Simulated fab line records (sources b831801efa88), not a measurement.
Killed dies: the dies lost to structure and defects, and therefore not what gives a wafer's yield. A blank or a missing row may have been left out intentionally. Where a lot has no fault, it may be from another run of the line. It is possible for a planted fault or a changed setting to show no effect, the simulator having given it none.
A struck lot beside a sound one | flow sky130 | 15 steps out of a route of 708
Sound: wafers L608.1, L608.4, L608.5. The struck wafers were L619.1, L619.4, L619.6. Last of all comes the cause.
Each step with rows lists, per side, the tool, then ch with its chambers, then its first start. Under that, the readings that differ: sound wafers | struck wafers | difference of the means | sigmas: that difference in standard deviations of wafers without a fault.
alike: a reading whose means differ by less than 2 such deviations, as well as words and numbers matching on both sides. not compared: withheld readings; readings where some wafer has no value; bounds like >300 that might hide an equal value; numbers whose values overlap and for which the record gives no deviation.
The two part at a step that has a row with sigmas, a row that says differs or no value, or rows on one side only. Numbers that have no deviation but don't overlap get no sigmas and don't part them. Lack of a reading on every wafer of one side parts them only where that side has two or more wafers.

SKY_LOCAL_INTERCONNECT_RS_MEAS_01: uses a four-point probe to measure.
  sound on film-metro-01, day 29 03:51; struck on film-metro-04, day 33 07:07
  alike: LOCAL_INTERCONNECT_TIN_RS
SKY_LOCAL_INTERCONNECT_THK_MEAS_02: measures by xrf.
  sound on film-metro-01, day 29 03:58; struck on film-metro-04, day 33 07:14
  alike: LOCAL_INTERCONNECT_TIN_THK
then, 8 steps without rows for these wafers: SKY_LOCAL_INTERCONNECT_DEHYDRATE_03 (time 60 s); SKY_LOCAL_INTERCONNECT_HMDS_04 (prime time 60 s); SKY_LOCAL_INTERCONNECT_COAT_05 (resist thk 61.05 nm); SKY_LOCAL_INTERCONNECT_COAT_06 (resist thk 450 nm); SKY_LOCAL_INTERCONNECT_SOFTBAKE_07 (time 90 s); SKY_LOCAL_INTERCONNECT_EXPOSE_08 (exposes mask LI1M, target cd 170 nm); SKY_LOCAL_INTERCONNECT_PEB_09; SKY_LOCAL_INTERCONNECT_DEVELOP_10 (develop time 60 s).
SKY_LOCAL_INTERCONNECT_CD_MEAS_11 targets a cd of 170 nm.
  sound on cd-sem-02, day 30 08:58; struck on cd-sem-02, day 34 10:34
  alike: cd-nm
SKY_LOCAL_INTERCONNECT_OVL_MEAS_12:
  sound on overlay-01, day 30 09:05; struck on overlay-01, day 34 10:41
  alike: LOCAL_INTERCONNECT_OVL
SKY_LOCAL_INTERCONNECT_ETCH_13: etches BARC in N2/H2, stops on SiO2, time 45.9 s, target depth 60 nm.
  sound on rie-metal-02 ch 0,1, day 30 09:07; struck on rie-metal-02 ch 0,1, day 34 10:43
  reading                        | sound                | struck               | difference | sigmas
  chamber-pressure-mTorr (mTorr) | 29.998 29.980 29.960 | 36.066 36.023 36.052 | +6.068     | +99 or more
  alike: drypump-motor-current-A, oes-product-au, throttle-valve-pct
  not compared: rf-hours-counter-h
SKY_LOCAL_INTERCONNECT_METAL_ETCH_14: etches TiN in Cl2/BCl3, stops on PSG, target depth 110 nm, time 31.4 s.
  sound on rie-metal-02 ch 0,1, day 30 09:11; struck on rie-metal-02 ch 0,1, day 34 10:47
  alike: bcl3-flow-sccm, chamber-pressure-mTorr, drypump-motor-current-A, oes-product-au, throttle-valve-pct
  not compared: rf-hours-counter-h
-- record jumps: 14 days separate the struck wafers' starts on either side; left off in module LOCAL_INTERCONNECT, taken up again in module PAD_OPEN, whose first shown step is the route's number 708 --
SKY_PAD_OPEN_PROBE_99:
  record: rows for the struck wafers here (prober-02, day 48 17:41), none for the sound ones

## WHERE THEY PART
At SKY_LOCAL_INTERCONNECT_ETCH_13 first; at SKY_PAD_OPEN_PROBE_99 last (within this record only).

WHY: whatever the simulator had introduced
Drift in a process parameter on rie-metal-02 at SKY_LOCAL_INTERCONNECT_ETCH_13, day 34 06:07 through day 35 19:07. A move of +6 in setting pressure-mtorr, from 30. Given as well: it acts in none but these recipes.
